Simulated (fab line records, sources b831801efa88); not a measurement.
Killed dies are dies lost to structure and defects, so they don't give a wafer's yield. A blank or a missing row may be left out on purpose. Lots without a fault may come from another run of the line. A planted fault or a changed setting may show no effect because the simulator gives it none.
fab line records | flow sky130
record lots=12 wafers=36 last_day=50
route steps=708 shown METAL3@535 CAPM@537 PAD_OPEN@708
lots that met no fault: from a run of the same line without faults
start_h: hours from the record's first day to the start of the lot's first wafer shown | wait_h: hours since the lot's step before | " the same as in the row above | L1.1+2: a row that stands for several wafers | - no value, or no start given | * or withheld: withheld | < > ~ a bound
route shown NAME@n: a module of which the file shows steps, and the number in the route of the first | usual: mean/standard deviation of fault-free wafers | same: alike in all rows | chamber/n: place in a boat | sites: the reading at each site | _std_site: their standard deviation | _edge_site: outer sites' mean less inner sites' | radius_mm: how far each site lies from the wafer's centre | mask NAME#n: copy n | behind: the tool/chamber that last shaped the wafer | hold: why the lot was held/for how many hours/how that ended | device: the transistor (n, p or np) that didn't switch | end of line: the same wafers' tests at the end of the route | a step without rows: its recipe alone | killed: dies lost to structure and defects at the first sort, not the wafer's yield | map: a wafer's dies, x killed, . not, _ none there
set.NAME: the setting as run; set.NAME@STEP: as run at that earlier step | model.NAME: the simulator's own value behind a step, which no gauge read
steps of the route over a sample of lots; a table a step, a row a wafer
services: from which hour (start_h, from the record's first day; less than 0 if before it) a tool's chamber was out of use, for how many hours, and why
## steps
# step SKY_METAL3_SPUTTER_03
# recipe material=Ti target_thk_nm=5 power_w=3000 time_s=3.3 chamber_pressure_pa=0.4
# usual cathode_dc_power_W=3000.0/0.51 throttle_valve_pct=30.1/0.88
# columns lot.wafer tool chamber start_h wait_h cathode_dc_power_W throttle_valve_pct
L508.1 pvd_sputter-03 - 860.44 0.0 2999.8 30.6
L508.2 " - " " 2998.8 31.7
L508.3 " - " " 2999.2 30.7
L509.1 pvd_sputter-04 - 874.58 0.0 3000.6 29.8
L509.2 " - " " 3000.7 28.7
L509.3 " - " " 3000.0 30.5
L510.1 pvd_sputter-04 - 878.63 0.0 3000.2 28.4
L510.3 " - " " 3000.1 29.9
L510.6 " - " " 3000.6 29.5
L514.3 pvd_sputter-01 - 918.82 0.0 2999.4 30.1
L514.4 " - " " 2999.1 30.4
L514.5 " - " " 3000.1 30.3
L515.2 pvd_sputter-03 - 919.65 0.0 3000.0 30.4
L515.3 " - " " 2999.6 31.9
L515.4 " - " " 3000.1 29.8
L516.4 pvd_sputter-04 - 928.17 0.0 3000.1 30.5
L516.5 " - " " 2999.7 29.6
L516.6 " - " " 3000.6 28.3
L520.3 pvd_sputter-01 - 960.07 0.0 3000.5 30.5
L520.4 " - " " 3000.0 30.5
L520.6 " - " " 2999.5 30.2
L525.1 pvd_sputter-03 - 972.22 0.0 3000.4 30.0
L525.5 " - " " 3000.2 30.5
L525.6 " - " " 2998.6 31.8
L528.4 pvd_sputter-03 - 999.28 0.0 2999.2 30.5
L528.5 " - " " 2999.4 30.4
L528.6 " - " " 2999.9 29.6
L530.2 pvd_sputter-03 - 1002.08 0.0 2999.7 29.5
L530.3 " - " " 2999.4 32.1
L530.5 " - " " 2999.3 29.7
L529.1 pvd_sputter-03 - 1003.40 0.0 2999.6 29.6
L529.2 " - " " 2999.5 30.8
L529.4 " - " " 3000.0 30.6
L531.1 pvd_sputter-01 - 1018.09 0.0 3000.3 29.5
L531.4 " - " " 2999.5 30.3
L531.5 " - " " 2999.9 30.4
# step SKY_CAPM_CVD_00
# recipe material=SiO2 target_thk_nm=15.5 temp_c=400 time_s=withheld rf_w=450
# usual heater_power_w=667/90
# columns lot.wafer tool chamber start_h wait_h heater_power_w
L508.1 pecvd-01 0 860.51 0.0 648
L508.2 " 2 " " 639
L508.3 " 1 " " 648
L509.1 pecvd-01 1 874.64 0.0 725
L509.2 " 0 " " 685
L509.3 " 2 " " 681
L510.1 pecvd-03 1 878.70 0.0 656
L510.3 " 0 " " 735
L510.6 " 0 " " 737
L514.3 pecvd-03 0 918.89 0.0 693
L514.4 " 0 " " 704
L514.5 " 1 " " 571
L515.2 pecvd-01 0 919.71 0.0 759
L515.3 " 2 " " 649
L515.4 " 2 " " 663
L516.4 pecvd-01 2 928.25 0.0 638
L516.5 " 1 " " 654
L516.6 " 0 " " 786
L520.3 pecvd-02 2 960.13 0.0 610
L520.4 " 1 " " 950
L520.6 " 0 " " 569
L525.1 pecvd-02 1 972.28 0.0 912
L525.5 " 2 " " 705
L525.6 " 1 " " 924
L528.4 pecvd-03 2 999.36 0.0 600
L528.5 " 0 " " 677
L528.6 " 1 " " 614
L530.2 pecvd-01 0 1002.15 0.0 688
L530.3 " 1 " " 660
L530.5 " 2 " " 559
L529.1 pecvd-03 0 1003.47 0.0 737
L529.2 " 2 " " 625
L529.4 " 0 " " 723
L531.1 pecvd-02 0 1018.16 0.0 580
L531.4 " 1 " " 897
L531.5 " 2 " " 699
# step SKY_CAPM_SPUTTER_02
# recipe material=TiN target_thk_nm=200 temp_c=300 power_w=6500 time_s=166.7 chamber_pressure_pa=0.4
# usual cathode_dc_power_W=6500.0/1.2 throttle_valve_pct=29.9/0.69
# columns lot.wafer tool chamber start_h wait_h cathode_dc_power_W throttle_valve_pct
L508.1 pvd_sputter-02 - 860.59 0.1 6499.8 30.8
L508.2 " - " " 6501.0 29.4
L508.3 " - " " 6500.6 30.0
L509.1 pvd_sputter-01 - 874.73 0.1 6499.8 31.0
L509.2 " - " " 6500.3 30.2
L509.3 " - " " 6499.7 29.3
L510.1 pvd_sputter-02 - 878.78 0.1 6498.9 28.9
L510.3 " - " " 6499.6 30.7
L510.6 " - " " 6501.7 30.1
L514.3 pvd_sputter-02 - 918.97 0.0 6500.7 30.5
L514.4 " - " " 6501.0 29.4
L514.5 " - " " 6499.0 29.2
L515.2 pvd_sputter-01 - 919.79 0.0 6499.8 30.3
L515.3 " - " " 6502.7 30.6
L515.4 " - " " 6500.2 30.3
L516.4 pvd_sputter-02 - 928.32 0.0 6498.3 29.2
L516.5 " - " " 6502.6 29.5
L516.6 " - " " 6499.3 30.7
L520.3 pvd_sputter-02 - 960.22 0.0 6498.0 29.4
L520.4 " - " " 6499.1 29.7
L520.6 " - " " 6499.3 30.8
L525.1 pvd_sputter-04 - 972.37 0.1 6501.4 28.3
L525.5 " - " " 6500.9 29.7
L525.6 " - " " 6499.9 28.3
L528.4 pvd_sputter-04 - 999.43 0.0 6500.5 29.6
L528.5 " - " " 6500.3 29.6
L528.6 " - " " 6498.8 28.3
L530.2 pvd_sputter-02 - 1002.23 0.0 6499.0 30.8
L530.3 " - " " 6499.7 29.8
L530.5 " - " " 6498.5 30.3
L529.1 pvd_sputter-04 - 1003.56 0.1 6499.5 29.6
L529.2 " - " " 6499.9 30.6
L529.4 " - " " 6502.5 29.9
L531.1 pvd_sputter-04 - 1018.24 0.1 6497.5 30.7
L531.4 " - " " 6499.8 28.5
L531.5 " - " " 6500.1 29.7
# step SKY_CAPM_SOFTBAKE_08
# recipe temp_c=90 time_s=60 resist=NOVOLAK
# usual heater_power_total_W=56.60/0.042 run_length_s=89.12/0.15
# columns lot.wafer tool chamber start_h wait_h heater_power_total_W run_length_s
L508.1 litho_track-03 0 873.63 0.1 56.65 88.89
L508.2 " 0 " " 56.56 89.35
L508.3 " 0 " " 56.63 89.03
L509.1 litho_track-03 0 887.63 0.1 56.60 88.99
L509.2 " 0 " " 56.66 89.28
L509.3 " 0 " " 56.57 89.03
L510.1 litho_track-02 0 891.72 0.1 56.60 89.11
L510.3 " 0 " " 56.60 89.20
L510.6 " 0 " " 56.64 88.97
L514.3 litho_track-02 0 931.32 0.1 56.48 89.24
L514.4 " 0 " " 56.59 88.93
L514.5 " 0 " " 56.61 89.37
L515.2 litho_track-04 0 932.04 0.1 56.67 89.19
L515.3 " 0 " " 56.60 89.09
L515.4 " 0 " " 56.62 89.46
L516.4 litho_track-04 0 940.59 0.1 56.65 89.14
L516.5 " 0 " " 57.57 86.08
L516.6 " 0 " " 56.64 89.25
L520.3 litho_track-04 0 972.81 0.1 57.57 86.36
L520.4 " 0 " " 56.56 89.26
L520.6 " 0 " " 56.62 89.54
L525.1 litho_track-03 0 984.39 0.1 56.62 89.02
L525.5 " 0 " " 56.65 88.96
L525.6 " 0 " " 56.57 89.35
L528.4 litho_track-03 0 1011.06 0.1 56.50 89.15
L528.5 " 0 " " 56.63 89.26
L528.6 " 0 " " 56.63 89.13
L530.2 litho_track-02 0 1013.54 0.1 56.58 88.94
L530.3 " 0 " " 56.63 89.24
L530.5 " 0 " " 56.58 88.98
L529.1 litho_track-02 0 1014.77 0.1 56.59 88.97
L529.2 " 0 " " 56.62 89.05
L529.4 " 0 " " 56.56 89.16
L531.1 litho_track-04 0 1029.46 0.1 56.60 89.28
L531.4 " 0 " " 56.59 89.39
L531.5 " 0 " " 56.65 89.07
# step SKY_PAD_OPEN_PROBE_99
# usual defect_limited_yield=82.3/1.9 killed_at_M0_to_M3=43/7.4 killed_at_M4_up=3.3/2 killed_at_contacts=24/5.4 killed_at_front_end=16/4.2 killed_at_other=0.3/0.61 killed_dies=87/9.4 killed_open=47/7.3 killed_short=40/6.7 sort_bin_3_pad_short=0.9/0.43 sort_bin_5_function=10.4/1.4 sort_bin_6_memory=6.4/1.2 sort_n_pass=405/9.4 sort_yield_pct=82.3/1.9
# same gross_dies=492 killed_at_back_side=0 sort_bin_4_leakage[%]=0 sort_bin_8_speed[%]=0
# columns lot.wafer tool chamber start_h wait_h defect_limited_yield[%] killed_at_M0_to_M3 killed_at_M4_up killed_at_contacts killed_at_front_end killed_at_other killed_dies killed_open killed_short sort_bin_3_pad_short[%] sort_bin_5_function[%] sort_bin_6_memory[%] sort_n_pass sort_yield_pct[%]
L508.1 prober-02 - 1083.05 0.1 80.7 47 7 28 13 0 95 48 47 0.4 10.4 8.5 397 80.7
L508.2 prober-02 - 1083.10 0.1 84.1 33 8 19 18 0 78 45 33 1.0 10.6 4.3 414 84.1
L508.3 prober-02 - 1083.15 0.2 84.1 40 3 23 12 0 78 43 34 0.8 10.4 4.7 414 84.1
L509.1 prober-02 - 1095.85 0.1 79.1 56 5 25 17 0 103 56 47 1.0 11.2 8.7 389 79.1
L509.2 prober-02 - 1095.90 0.1 79.7 53 9 25 13 0 100 50 50 0.6 12.8 6.9 392 79.7
L509.3 prober-02 - 1095.95 0.2 81.9 50 0 25 14 0 89 48 41 1.0 10.4 6.7 403 81.9
L510.1 prober-02 - 1099.43 0.1 83.5 42 1 26 12 0 81 44 37 0.4 10.8 5.3 411 83.5
L510.3 prober-02 - 1099.53 0.2 82.9 51 0 15 18 0 84 53 31 0.4 10.0 6.7 408 82.9
L510.6 prober-02 - 1099.68 0.2 85.2 41 0 19 13 0 73 38 35 1.0 7.7 6.1 419 85.2
L514.3 prober-02 - 1131.26 0.2 83.7 33 5 24 17 1 80 46 34 1.2 9.1 5.9 412 83.7
L514.4 prober-02 - 1131.31 0.2 81.9 48 2 19 20 0 89 50 38 1.4 9.8 6.9 403 81.9
L514.5 prober-02 - 1131.36 0.2 82.7 40 2 25 17 1 85 55 29 0.8 11.6 4.9 407 82.7
L515.2 prober-01 - 1133.10 0.1 83.5 48 5 17 11 0 81 44 37 1.0 9.6 5.9 411 83.5
L515.3 prober-01 - 1133.15 0.2 84.1 37 1 26 14 0 78 46 32 0.8 9.3 5.7 414 84.1
L515.4 prober-01 - 1133.20 0.2 80.7 59 5 20 11 0 95 45 50 1.4 11.6 6.3 397 80.7
L516.4 prober-02 - 1139.23 0.2 80.1 48 5 33 12 0 98 48 50 1.2 12.0 6.7 394 80.1
L516.5 prober-02 - 1139.28 0.2 80.3 41 5 28 20 3 97 48 49 0.4 11.0 8.3 395 80.3
L516.6 prober-02 - 1139.33 0.2 81.9 40 2 32 14 1 89 55 34 0.4 11.4 6.3 403 81.9
L520.3 prober-02 - 1165.36 0.2 84.1 46 4 18 9 1 78 43 34 0.4 10.0 5.5 414 84.1
L520.4 prober-02 - 1165.41 0.2 82.3 40 6 26 15 0 87 44 43 1.0 8.9 7.7 405 82.3
L520.6 prober-02 - 1165.51 0.2 85.4 32 2 22 14 2 72 44 27 0.4 9.1 5.1 420 85.4
L525.1 prober-02 - 1172.55 0.1 80.5 53 2 26 15 0 96 51 45 1.0 12.0 6.5 396 80.5
L525.5 prober-02 - 1172.75 0.2 78.5 48 5 26 26 1 106 52 54 1.6 14.2 5.7 386 78.5
L525.6 prober-02 - 1172.80 0.2 84.3 36 3 21 17 0 77 40 37 1.0 8.7 5.9 415 84.3
L528.4 prober-01 - 1192.18 0.2 79.7 45 1 34 20 0 100 45 55 1.4 11.8 7.1 392 79.7
L528.5 prober-01 - 1192.23 0.2 82.3 44 4 25 14 0 87 42 45 1.2 8.3 8.1 405 82.3
L528.6 prober-01 - 1192.28 0.2 79.1 54 1 26 21 1 103 59 44 0.8 12.8 7.3 389 79.1
L530.2 prober-02 - 1193.07 0.1 84.1 44 2 18 13 1 78 30 48 1.8 8.3 5.7 414 84.1
L530.3 prober-02 - 1193.12 0.2 82.3 44 3 20 20 0 87 42 45 0.8 11.2 5.7 405 82.3
L530.5 prober-02 - 1193.22 0.2 83.1 33 1 29 18 2 83 35 48 0.4 11.0 5.5 409 83.1
L529.1 prober-01 - 1193.74 0.1 85.0 36 3 17 18 0 74 39 34 1.2 8.5 5.3 418 85.0
L529.2 prober-01 - 1193.79 0.1 86.2 29 3 17 18 1 68 34 33 1.0 8.1 4.7 424 86.2
L529.4 prober-01 - 1193.89 0.2 82.5 38 3 25 20 0 86 35 51 1.4 8.7 7.3 406 82.5
L531.1 prober-02 - 1204.93 0.1 85.0 39 4 16 15 0 74 43 30 0.8 8.3 5.9 418 85.0
L531.4 prober-02 - 1205.08 0.2 82.7 45 6 17 16 1 85 47 37 1.0 10.8 5.5 407 82.7
L531.5 prober-02 - 1205.13 0.2 85.0 40 0 21 13 0 74 37 37 0.2 10.6 4.3 418 85.0
# killed by level:class
L508.1 VIA1:geometric_particle:open=13 CONTACT:geometric_particle:open=8 METAL2:geometric_particle:short=8 VIA2:geometric_particle:open=7 CONTACT:geometric_particle:short=6 POLY_GATE:geometric_particle:short=5 LI_CONTACT:geometric_particle:short=5 METAL4:geometric_particle:short=5
L508.2 VIA2:geometric_particle:open=8 LI_CONTACT:geometric_particle:open=7 CONTACT:geometric_particle:open=7 FIELD_ISO:geometric_particle:open=6 VIA1:geometric_particle:open=6 FIELD_ISO:geometric_particle:short=5 METAL2:geometric_particle:short=5 METAL4:geometric_particle:short=5
L508.3 VIA1:geometric_particle:open=9 CONTACT:geometric_particle:open=7 VIA3:geometric_particle:short=7 LI_CONTACT:geometric_particle:open=6 VIA2:geometric_particle:open=6 FIELD_ISO:geometric_particle:short=5 CONTACT:geometric_particle:short=5 METAL1:geometric_particle:short=5
L509.1 VIA1:geometric_particle:open=14 CONTACT:geometric_particle:open=11 VIA2:geometric_particle:open=8 POLY_GATE:geometric_particle:open=6 METAL3:geometric_particle:short=6 METAL1:geometric_particle:short=6 LOCAL_INTERCONNECT:geometric_particle:short=5 VIA2:geometric_particle:short=5
L509.2 VIA3:geometric_particle:open=10 VIA1:geometric_particle:open=9 VIA2:geometric_particle:open=8 METAL1:geometric_particle:short=7 CONTACT:geometric_particle:open=7 VIA1:geometric_particle:short=7 METAL4:geometric_particle:short=6 LI_CONTACT:geometric_particle:open=6
L509.3 METAL2:geometric_particle:short=11 CONTACT:geometric_particle:open=11 VIA1:geometric_particle:open=10 VIA2:geometric_particle:open=7 LI_CONTACT:geometric_particle:open=6 VIA3:geometric_particle:open=6 LOCAL_INTERCONNECT:geometric_particle:short=5 FIELD_ISO:geometric_particle:open=4
L510.1 CONTACT:geometric_particle:open=10 VIA1:geometric_particle:short=9 LI_CONTACT:geometric_particle:open=9 VIA1:geometric_particle:open=8 VIA2:geometric_particle:open=7 METAL2:geometric_particle:short=5 FIELD_ISO:geometric_particle:open=4 METAL3:geometric_particle:short=4
L510.3 VIA1:geometric_particle:open=17 VIA1:geometric_particle:short=10 FIELD_ISO:geometric_particle:open=7 VIA2:geometric_particle:open=7 CONTACT:geometric_particle:open=6 METAL2:geometric_particle:short=5 POLY_GATE:geometric_particle:open=4 VIA3:geometric_particle:open=4
L510.6 CONTACT:geometric_particle:open=13 VIA1:geometric_particle:short=6 METAL2:geometric_particle:short=6 VIA2:geometric_particle:short=6 METAL1:geometric_particle:short=5 VIA1:geometric_particle:open=5 POLY_GATE:geometric_particle:open=4 LI_CONTACT:geometric_particle:open=4
L514.3 LI_CONTACT:geometric_particle:open=8 VIA1:geometric_particle:open=8 VIA3:geometric_particle:open=6 VIA1:geometric_particle:short=5 LOCAL_INTERCONNECT:geometric_particle:short=5 CONTACT:geometric_particle:open=5 VIA2:geometric_particle:open=5 FIELD_ISO:geometric_particle:short=4
L514.4 VIA2:geometric_particle:open=10 VIA3:geometric_particle:open=7 FIELD_ISO:geometric_particle:short=6 LI_CONTACT:geometric_particle:open=6 VIA1:geometric_particle:open=6 METAL2:geometric_particle:short=5 FIELD_ISO:geometric_particle:open=4 POLY_GATE:geometric_particle:open=4
L514.5 CONTACT:geometric_particle:open=11 VIA1:geometric_particle:open=11 VIA3:geometric_particle:open=9 POLY_GATE:geometric_particle:open=6 VIA2:geometric_particle:open=6 CONTACT:geometric_particle:short=5 METAL2:geometric_particle:short=5 FIELD_ISO:geometric_particle:open=4
L515.2 VIA1:geometric_particle:open=12 VIA2:geometric_particle:open=8 CONTACT:geometric_particle:open=6 VIA1:geometric_particle:short=6 VIA3:geometric_particle:open=6 VIA3:geometric_particle:short=5 FIELD_ISO:geometric_particle:short=4 VIA2:geometric_particle:short=4
L515.3 LI_CONTACT:geometric_particle:open=10 VIA1:geometric_particle:open=8 CONTACT:geometric_particle:open=6 VIA1:geometric_particle:short=5 FIELD_ISO:geometric_particle:open=4 LOCAL_INTERCONNECT:geometric_particle:short=4 CONTACT:geometric_particle:short=4 METAL2:geometric_particle:short=4
L515.4 VIA1:geometric_particle:open=14 METAL2:geometric_particle:short=12 VIA3:geometric_particle:open=8 METAL1:geometric_particle:short=7 VIA2:geometric_particle:open=6 VIA1:geometric_particle:short=6 CONTACT:geometric_particle:short=6 FIELD_ISO:geometric_particle:short=4
L516.4 LI_CONTACT:geometric_particle:open=12 CONTACT:geometric_particle:open=8 VIA2:geometric_particle:open=7 METAL2:geometric_particle:short=7 VIA1:geometric_particle:open=7 LI_CONTACT:geometric_particle:short=5 CONTACT:geometric_particle:short=5 VIA1:geometric_particle:short=5
L516.5 LOCAL_INTERCONNECT:geometric_particle:short=8 LI_CONTACT:geometric_particle:open=7 FIELD_ISO:geometric_particle:short=6 CONTACT:geometric_particle:open=6 METAL1:geometric_particle:short=6 METAL2:geometric_particle:short=6 VIA2:geometric_particle:open=6 FIELD_ISO:geometric_particle:open=5
L516.6 CONTACT:geometric_particle:open=14 LI_CONTACT:geometric_particle:open=9 VIA2:geometric_particle:open=8 VIA1:geometric_particle:open=6 VIA3:geometric_particle:open=6 CONTACT:geometric_particle:short=5 METAL1:geometric_particle:short=5 METAL2:geometric_particle:short=5
L520.3 VIA2:geometric_particle:open=15 METAL2:geometric_particle:short=9 LI_CONTACT:geometric_particle:open=7 METAL1:geometric_particle:short=7 VIA1:geometric_particle:open=5 VIA3:geometric_particle:open=5 POLY_GATE:geometric_particle:open=4 CONTACT:geometric_particle:short=4
L520.4 CONTACT:geometric_particle:open=10 VIA2:geometric_particle:open=8 VIA1:geometric_particle:open=7 METAL3:geometric_particle:short=6 METAL1:geometric_particle:short=6 CONTACT:geometric_particle:short=5 LI_CONTACT:geometric_particle:short=4 LI_CONTACT:geometric_particle:open=4
L520.6 VIA1:geometric_particle:open=11 CONTACT:geometric_particle:open=9 VIA2:geometric_particle:open=7 FIELD_ISO:geometric_particle:short=5 LI_CONTACT:geometric_particle:open=4 CONTACT:geometric_particle:short=4 VIA2:geometric_particle:short=3 POLY_GATE:geometric_particle:open=3
L525.1 VIA1:geometric_particle:open=14 LI_CONTACT:geometric_particle:open=9 CONTACT:geometric_particle:open=8 VIA1:geometric_particle:short=6 METAL2:geometric_particle:short=6 POLY_GATE:geometric_particle:short=5 METAL1:geometric_particle:short=5 VIA2:geometric_particle:open=5
L525.5 VIA1:geometric_particle:open=12 CONTACT:geometric_particle:open=9 FIELD_ISO:geometric_particle:short=8 LI_CONTACT:geometric_particle:open=7 METAL2:geometric_particle:short=7 VIA3:geometric_particle:short=7 POLY_GATE:geometric_particle:short=6 METAL1:geometric_particle:short=6
L525.6 VIA1:geometric_particle:open=10 LI_CONTACT:geometric_particle:open=8 METAL2:geometric_particle:short=7 FIELD_ISO:geometric_particle:short=4 FIELD_ISO:geometric_particle:open=4 CONTACT:geometric_particle:open=4 VIA2:geometric_particle:open=4 CONTACT:geometric_particle:short=4
L528.4 LOCAL_INTERCONNECT:geometric_particle:short=10 CONTACT:geometric_particle:open=9 VIA1:geometric_particle:open=8 CONTACT:geometric_particle:short=7 VIA1:geometric_particle:short=7 POLY_GATE:geometric_particle:short=6 LI_CONTACT:geometric_particle:open=6 VIA2:geometric_particle:short=5
L528.5 VIA1:geometric_particle:short=10 VIA2:geometric_particle:open=9 CONTACT:geometric_particle:open=8 VIA1:geometric_particle:open=7 LOCAL_INTERCONNECT:geometric_particle:short=6 METAL2:geometric_particle:short=6 CONTACT:geometric_particle:short=5 FIELD_ISO:geometric_particle:open=4
L528.6 VIA1:geometric_particle:open=14 CONTACT:geometric_particle:open=13 VIA2:geometric_particle:open=8 POLY_GATE:geometric_particle:open=7 METAL1:geometric_particle:short=7 METAL2:geometric_particle:short=7 VIA3:geometric_particle:open=5 FIELD_ISO:geometric_particle:open=4
L530.2 METAL1:geometric_particle:short=8 VIA1:geometric_particle:open=7 LI_CONTACT:geometric_particle:open=6 POLY_GATE:geometric_particle:short=5 LOCAL_INTERCONNECT:geometric_particle:short=5 VIA1:geometric_particle:short=5 VIA2:geometric_particle:short=5 CONTACT:geometric_particle:open=4
L530.3 VIA1:geometric_particle:open=10 VIA3:geometric_particle:open=7 METAL2:geometric_particle:short=6 POLY_GATE:geometric_particle:open=6 CONTACT:geometric_particle:short=6 FIELD_ISO:geometric_particle:open=5 LOCAL_INTERCONNECT:geometric_particle:short=5 METAL1:geometric_particle:short=5
L530.5 VIA2:geometric_particle:open=8 CONTACT:geometric_particle:open=8 POLY_GATE:geometric_particle:short=7 LI_CONTACT:geometric_particle:short=7 VIA3:geometric_particle:open=6 FIELD_ISO:geometric_particle:short=5 LI_CONTACT:geometric_particle:open=5 CONTACT:geometric_particle:short=5
L529.1 VIA1:geometric_particle:open=8 FIELD_ISO:geometric_particle:open=6 VIA2:geometric_particle:open=6 LI_CONTACT:geometric_particle:open=6 METAL2:geometric_particle:short=5 FIELD_ISO:geometric_particle:short=4 POLY_GATE:geometric_particle:open=4 VIA1:geometric_particle:short=4
L529.2 VIA1:geometric_particle:open=8 CONTACT:geometric_particle:open=8 FIELD_ISO:geometric_particle:short=7 METAL1:geometric_particle:short=6 VIA3:geometric_particle:open=6 FIELD_ISO:geometric_particle:open=5 SPACER:geometric_particle:short=3 LOCAL_INTERCONNECT:geometric_particle:short=3
L529.4 CONTACT:geometric_particle:short=10 LI_CONTACT:geometric_particle:open=8 METAL1:geometric_particle:short=8 FIELD_ISO:geometric_particle:short=7 VIA1:geometric_particle:open=7 CONTACT:geometric_particle:open=6 VIA1:geometric_particle:short=6 VIA2:geometric_particle:short=5
L531.1 CONTACT:geometric_particle:open=9 VIA3:geometric_particle:open=8 VIA1:geometric_particle:short=6 METAL1:geometric_particle:short=5 LI_CONTACT:geometric_particle:open=5 METAL2:geometric_particle:short=5 VIA1:geometric_particle:open=5 VIA2:geometric_particle:open=5
L531.4 VIA1:geometric_particle:open=10 VIA2:geometric_particle:open=8 VIA3:geometric_particle:open=6 CONTACT:geometric_particle:open=5 METAL1:geometric_particle:short=5 FIELD_ISO:geometric_particle:open=4 CONTACT:geometric_particle:short=4 LI_CONTACT:geometric_particle:short=4
L531.5 VIA1:geometric_particle:open=11 CONTACT:geometric_particle:open=7 VIA2:geometric_particle:open=7 VIA1:geometric_particle:short=6 METAL3:geometric_particle:short=6 CONTACT:geometric_particle:short=5 METAL1:geometric_particle:short=5 POLY_GATE:geometric_particle:short=4
## services
# columns tool chamber start_h hours kind
pecvd-03 0 837.60 5.5 scheduled_down
litho_track-02 - 838.59 - consumable_replace:filter
pecvd-01 0 848.18 2.1 scheduled_down
pvd_sputter-03 - 849.88 1.2 repair
pecvd-03 0 853.29 2.1 scheduled_down
pecvd-03 0 856.52 - calibration
pecvd-02 - 860.03 5.0 repair
pecvd-01 - 871.29 2.2 repair
pvd_sputter-01 - 882.13 3.1 repair
pecvd-01 2 905.89 6.1 repair
pvd_sputter-01 - 924.90 6.3 repair
pvd_sputter-04 - 935.87 3.5 repair
pecvd-01 - 959.58 0.8 repair
pecvd-03 1 960.44 2.1 scheduled_down
pecvd-01 - 962.82 1.7 repair
pecvd-03 - 978.78 1.3 repair
pecvd-03 1 982.94 6.9 repair
pecvd-03 - 988.97 2.8 pm
pvd_sputter-01 - 996.10 4.9 repair
pecvd-02 0 997.27 20.2 repair
pecvd-01 - 1005.45 0.7 repair
pecvd-03 - 1012.80 0.8 repair
pvd_sputter-04 - 1020.52 7.2 repair
pecvd-03 - 1028.16 6.0 pm
## key
first_sign step=SKY_CAPM_SOFTBAKE_08 reading=heater_power_total_W direction=up sigmas=23 usual=* struck=*
effect step=SKY_CAPM_SOFTBAKE_08 reading=run_length_s direction=down sigmas=20 usual=* struck=*
met_at SKY_CAPM_SOFTBAKE_08
struck_lots L516,L520
struck_wafers L516.5,L520.3
not_acting_at SKY_METAL3_SPUTTER_03,SKY_CAPM_CVD_00,SKY_CAPM_SPUTTER_02
onset_between 932.04 940.59
fault kind=process_parameter_drift tool=litho_track-04 chamber=- onset_h=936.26 steps=SKY_CAPM_SOFTBAKE_08 channel=time_s offset=* shape=step end_h=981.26 scope=struck_wafers_only acts_in=* stated=*
